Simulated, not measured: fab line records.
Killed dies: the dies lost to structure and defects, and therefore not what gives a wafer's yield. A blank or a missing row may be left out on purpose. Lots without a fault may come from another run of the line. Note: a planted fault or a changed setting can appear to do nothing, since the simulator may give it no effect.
A struck lot beside a sound one -- flow gf180mcu -- 15 out of 602 route steps
Sound: the wafers L226.3, L226.4, L226.5. The struck wafers were L240.2, L240.4, L240.5. The cause is given at the end.
Each step with rows lists, per side, the tool, then ch with its chambers, then its first start. Under that, the readings that differ: sound wafers -- struck wafers -- difference of the means -- sigmas: that difference in standard deviations of wafers without a fault.
alike: readings with means less than 2 such deviations apart, plus words and numbers identical on both sides. not compared: withheld readings, readings lacking a value on some wafer, bounds such as >300 that could conceal the same value, and numbers that have no deviation in the record and whose values overlap.
A row with sigmas, a row that says differs or no value, or rows on one side alone: a step with any of these is where the two part. Numbers that don't overlap but have no deviation are shown without sigmas and don't part them. Lack of a reading on every wafer of one side parts them only where that side has two or more wafers.

first, 2 steps without rows for these wafers: GF_M4_PEB_12 (peb time 90 s); GF_M4_DEVELOP_13 (develop time 60 s).
GF_M4_CD_MEAS_14: target cd 280 nm.
  sound: cd_sem-02 at day 26 00:00; struck: cd_sem-02 at day 29 17:05
  alike: cd_nm
GF_M4_OVL_MEAS_15:
  sound: overlay-02 at day 26 00:05; struck: overlay-02 at day 29 17:11
  alike: M4_OVL
GF_M4_METAL_ETCH_16: etches the open film in Cl2/BCl3, stops on SiO2, target depth 627.5 nm, time 104.6 s.
  sound on rie_metal-02 ch 0,1, day 26 00:09; struck on rie_metal-04 ch 0,1, day 29 17:13
  alike: drypump_motor_current_A, he_backside_leak_sccm, oes_product_au, throttle_valve_pct
  not compared: rf_hours_counter_h
GF_M4_STRIP_17: strips in O2/N2.
  sound on plasma_asher-03 ch 0,1, day 26 00:16; struck on plasma_asher-01 ch 0,1, day 29 17:20
reading,sound,struck,difference,sigmas
heater_power_w (W),302 399 407,296 303 304,-68,-2
  alike: drypump_motor_current_A, o2_flow_sccm, oes_product_au, strip_time_to_endpoint_s
  not compared: rf_hours_counter_h
then, 3 steps without rows for these wafers: GF_M4_STRIP_18 (strips in post etch residue remover, time 1200 s); GF_M4_CLEAN_19 (cleans in DIW); GF_V4_CVD_00 (deposits SiO2, target thk 600 nm, time 100 s).
GF_V4_THK_MEAS_01:
  sound: film_metro-02 at day 26 00:52; struck: film_metro-04 at day 29 17:58
  alike: V4_CVD_00_THK
GF_V4_CVD_02: deposits SiO2 from TEOS, target thk 850 nm, time 94.851 s.
  sound on pecvd-04 ch 1,2, day 26 00:54; struck on pecvd-04 ch 1,2, day 29 18:01
  alike: heater_power_outer_w, heater_power_w
GF_V4_THK_MEAS_03:
  sound: film_metro-04 at day 26 00:59; struck: film_metro-02 at day 29 18:06
  alike: V4_CVD_02_THK
GF_V4_CMP_04: polishes SiO2.
  sound on cmp-02 ch 0,1,2, day 26 01:02; struck on cmp-01 ch 0,3, day 29 18:12
  no value came back on the struck wafers for edge_zone_pressure_frac, head_pressure_psi (psi), motor_current_A (A), time_to_endpoint_s (s); on the sound wafers edge_zone_pressure_frac reads 1.002 1.002 0.996
reading,sound,struck,difference,sigmas
model.SiO2_of_V4_CVD_02.thk_nm (nm),633.2 632.6 634.5,831.6 858.6 853.2,+214.4,
GF_V4_BOW_MEAS_05:
  sound: film_metro-04 at day 26 01:22; struck: film_metro-04 at day 29 18:46
reading,sound,struck,difference,sigmas
V4_BOW (um),136 136 135,- - -,no value on the struck wafers,
  not compared: hold
GF_PASSIVATION_PROBE_99:
  the record has rows for the sound wafers here (prober-02, day 31 05:25) and none for the struck ones

## WHERE THEY PART
Last at GF_PASSIVATION_PROBE_99 as far as this record goes, first at GF_M4_STRIP_17.

WHY: the cause the simulator had injected
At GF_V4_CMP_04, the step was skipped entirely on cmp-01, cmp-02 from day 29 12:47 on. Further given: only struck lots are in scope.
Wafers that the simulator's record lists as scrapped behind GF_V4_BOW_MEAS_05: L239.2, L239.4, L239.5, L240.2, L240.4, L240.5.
